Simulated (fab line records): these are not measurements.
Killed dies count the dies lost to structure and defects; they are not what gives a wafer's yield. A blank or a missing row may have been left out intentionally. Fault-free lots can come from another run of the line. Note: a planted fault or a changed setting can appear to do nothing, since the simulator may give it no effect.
Which tool did it? ; flow gf180mcu ; Sampling: 13 lots, 39 wafers, 6 of 602 route steps

## WHAT THE GAUGES SHOWED, per wafer
GF_VT_IMPLANT_OVL_MEAS_29.
lot;measured;on;VT_IMPLANT_02_OVL (nm)
L765;day 7 04:11;overlay-02;1.3 1.3 2.6
L766;day 7 11:23;overlay-01;-0.9 -1.5 -1.1
L767;day 7 13:44;overlay-02;1.5 2.0 2.7
L768;day 8 00:41;overlay-01;-3.0 -3.4 -1.7
L769;day 8 04:56;overlay-01;-0.5 -1.4 0.2
L770;day 8 10:23;overlay-02;1.1 1.2 -0.2
L778;day 10 20:20;overlay-01;2.1 3.1 1.9
L780;day 11 05:50;overlay-02;-0.5 -1.0 0.1
L781;day 11 17:05;overlay-02;1.0 -0.8 0.1
L782;day 11 17:11;overlay-01;-1.3 -0.2 0.4
L784;day 12 08:41;overlay-02;2.2 0.8 -0.1
L787;day 13 02:25;overlay-02;0.7 -0.6 -1.2
L786;day 13 03:14;overlay-01;0.3 1.0 -0.7

GF_VT_IMPLANT_RS_MEAS_46: a four-point-probe measurement.
lot;measured;on;MVSD_RS (ohm/sq)
L765;day 7 21:02;film-metro-03;457.6 456.6 458.4
L766;day 8 04:25;film-metro-01;457.1 456.4 455.9
L767;day 8 06:29;film-metro-02;457.4 458.3 457.8
L768;day 8 17:46;film-metro-01;457.4 455.9 457.2
L769;day 8 21:53;film-metro-02;458.8 457.7 457.3
L770;day 9 03:41;film-metro-03;457.0 457.3 456.1
L778;day 11 14:50;film-metro-01;457.9 456.5 456.5
L780;day 12 00:29;film-metro-02;458.3 457.4 457.2
L781;day 12 12:22;film-metro-01;455.1 457.1 456.5
L782;day 12 12:38;film-metro-03;455.6 456.1 454.8
L784;day 13 05:23;film-metro-02;456.5 456.7 458.4
L787;day 13 23:10;film-metro-02;456.5 458.4 458.4
L786;day 13 23:53;film-metro-03;456.3 456.5 456.5

GF_HV_LDD_TW_MEAS_11.
lot;measured;on;HV_LDD_TW
L765;day 10 07:29;film-metro-03;2472 2465 2480
L766;day 10 16:01;film-metro-01;2438 2444 2449
L767;day 10 19:02;film-metro-01;2446 2452 2437
L768;day 11 07:06;film-metro-03;2467 2476 2473
L769;day 11 13:22;film-metro-02;2391 2402 2397
L770;day 11 18:03;film-metro-02;2392 2394 2399
L778;day 14 14:24;film-metro-01;2208 2222 2206
L780;day 14 20:32;film-metro-02;2180 2181 2189
L781;day 15 09:44;film-metro-01;2423 2414 2407
L782;day 15 12:53;film-metro-03;2489 2477 2466
L784;day 16 04:30;film-metro-03;2471 2462 2467
L787;day 16 23:02;film-metro-03;2469 2462 2474
L786;day 17 02:32;film-metro-02;2413 2425 2415

GF_HV_LDD_OVL_MEAS_32.
lot;measured;on;HV_LDD_02_OVL (nm)
L765;day 11 20:10;overlay-01;-3.7 -1.8 -2.5
L766;day 12 05:52;overlay-01;-1.2 -1.7 -1.5
L767;day 12 08:34;overlay-01;0.5 0.0 2.5
L768;day 12 20:52;overlay-02;1.0 0.3 -0.5
L769;day 13 04:40;overlay-02;-1.1 -2.3 -1.7
L770;day 13 08:45;overlay-02;0.8 3.3 0.8
L778;day 16 10:05;overlay-01;0.2 0.4 -1.2
L780;day 16 16:30;overlay-01;-0.3 -1.4 -0.9
L781;day 17 07:08;overlay-01;-0.8 0.0 -0.1
L782;day 17 10:31;overlay-02;2.2 0.8 2.2
L784;day 18 02:25;overlay-02;2.0 1.2 2.0
L787;day 18 21:45;overlay-02;1.4 0.9 1.0
L786;day 19 02:32;overlay-02;-0.7 -0.2 0.1

GF_HV_LDD_RS_MEAS_53: a four-point-probe measurement.
lot;measured;on;HV_LDD_RS (ohm/sq)
L765;day 12 15:40;film-metro-03;418.6 417.9 416.7
L766;day 13 02:07;film-metro-02;418.3 417.9 416.6
L767;day 13 06:01;film-metro-03;416.7 417.3 417.1
L768;day 13 18:14;film-metro-03;418.0 418.9 417.6
L769;day 14 01:46;film-metro-03;417.5 416.5 418.1
L770;day 14 06:05;film-metro-02;417.8 419.1 418.0
L778;day 17 10:10;film-metro-02;395.3 394.8 394.5
L780;day 17 16:49;film-metro-02;395.4 394.2 393.6
L781;day 18 08:13;film-metro-01;416.9 418.6 419.3
L782;day 18 11:02;film-metro-01;418.3 418.8 418.2
L784;day 19 03:56;film-metro-01;418.5 417.6 416.3
L787;day 19 23:13;film-metro-02;417.6 417.1 417.0
L786;day 20 04:34;film-metro-02;417.4 417.6 417.2

## WHAT TOOL EACH LOT RAN ON (gives the tool, then ch and the chambers of the sampled wafers, and finally the start)
lot;GF_HV_LDD_IMPLANT_09
L765;implanter-03 ch 0, day 10 07:14
L766;implanter-02 ch 0, day 10 15:47
L767;implanter-02 ch 0, day 10 18:48
L768;implanter-01 ch 0, day 11 06:53
L769;implanter-02 ch 0, day 11 13:07
L770;implanter-03 ch 0, day 11 17:49
L778;implanter-02 ch 0, day 14 14:10
L780;implanter-02 ch 0, day 14 20:17
L781;implanter-01 ch 0, day 15 09:29
L782;implanter-03 ch 0, day 15 12:39
L784;implanter-01 ch 0, day 16 04:16
L787;implanter-01 ch 0, day 16 22:47
L786;implanter-03 ch 0, day 17 02:17
- GF_HV_LDD_IMPLANT_09

## AS READ BY THE TOOLS THEMSELVES (means over the sampled wafers that have a number; for cases with no such wafer, the mark the record gives instead)
GF_HV_LDD_IMPLANT_09.
lot;tool;tilt-deg (degrees)
L765;implanter-03;7.019
L766;implanter-02;6.992
L767;implanter-02;6.977
L768;implanter-01;6.998
L769;implanter-02;7.007
L770;implanter-03;6.984
L778;implanter-02;-0.020
L780;implanter-02;-0.021
L781;implanter-01;6.991
L782;implanter-03;7.006
L784;implanter-01;7.018
L787;implanter-01;6.992
L786;implanter-03;6.973

## THE ANSWER, worked out from the rows above alone
Rule: the lots themselves supply what counts as usual. The widest of any qualifying gaps counts: lots, ordered by their means at a reading, are off when they make up no more than a third of the lots, leave a main group of 4 or more, and stand apart from it by 3 or more times the standard deviation of that group's means. Not used: any main group whose means are identical at the precision the tables above print for the reading. A lot without any number at a reading at which 4 lots or more have one is off too. The other lots that the step has rows for count as sound. After the gauges, taken in route order, come the tools' own readings; for these a lot's mean is taken, as printed above. The first step at which some lot is off is used, and at that step the reading that is off furthest; a lot without a number counts as furthest.
Off: at GF_HV_LDD_TW_MEAS_11 (HV_LDD_TW), L778, L780. Mean 2443 and standard deviation 30 in the main group.
A tool fits if, at a process step before that reading, it ran every lot that is off, and no sound lot after the first of them. The gauges at GF_HV_LDD_TW_MEAS_11 aren't tried: what is off there is off at GF_HV_LDD_IMPLANT_09 too, on other tools, and a gauge's error can't cause that. One fits: GF_HV_LDD_IMPLANT_09 on implanter-02. A fault onset in the window from L769 (day 11 13:07, its last sound lot) to L778 (day 14 14:10, its first lot off) fits.
The tool's own readings at GF_HV_LDD_IMPLANT_09 bear it out: on the lots that are off they differ by more than 5 times the standard deviation of the sound lots' means. tilt-deg reads -0.021 degrees there against 6.996 degrees on the sound lots.

## WHAT THE SIMULATOR HAD INSERTED
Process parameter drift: implanter-02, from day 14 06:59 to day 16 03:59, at GF_HV_LDD_IMPLANT_09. From 7, the setting tilt-deg moved by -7. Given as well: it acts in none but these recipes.
Lots struck among those shown: L778, L780. The rule given above showed the same thing.
